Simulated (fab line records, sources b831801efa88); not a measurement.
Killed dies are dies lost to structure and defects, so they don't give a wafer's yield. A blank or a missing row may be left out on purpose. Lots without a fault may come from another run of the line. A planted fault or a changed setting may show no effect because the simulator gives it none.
Chamber matching | flow gf180mcu | GF_MIM_CVD_05 on pecvd-02: 3 sister chambers
The step deposits Si3N4, target thk 42 nm, time 29.086 s. 3 wafers are shown with their chamber, then 7 later ones without.

WAFERS WITH THEIR CHAMBER
wafer  | chamber | heater_power_w (W)
L734.4 | 2       | 683
L743.2 | 1       | 633
L743.4 | 0       | 552

WAFERS WITHOUT THEIR CHAMBER
wafer  | heater_power_w (W)
L743.6 | 624
L744.1 | 661
L744.2 | 574
L744.6 | 575
L745.2 | 688
L745.4 | 680
L745.5 | 657

WHICH CHAMBER EACH WENT THROUGH
wafer  | from the rows above     | in truth
L743.6 | 1                       | 1
L744.1 | can't be placed: 2 or 1 | 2
L744.2 | 0                       | 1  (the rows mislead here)
L744.6 | can't be placed: 0 or 1 | 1
L745.2 | 2                       | 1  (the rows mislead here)
L745.4 | 2                       | 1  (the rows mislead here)
L745.5 | can't be placed: 1 or 2 | 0
Placed correctly: 1 of 7. Can't be placed from these rows: 3 (the true chamber is among the candidates in 2). Placed wrongly: 3.
How it was worked out, from the rows above alone: a wafer's distance from a chamber is the root of the sum, over the readings, of the square of ((its reading less the chamber's mean) divided by the reading's scatter). The wafer belongs to the nearest chamber; if the next one is less than 2 further off, it can't be placed. A chamber's mean is the mean of its shown wafers. The scatter: with one shown wafer a chamber, the root of the mean of the squares of how far each hidden wafer lies from its nearest shown one.
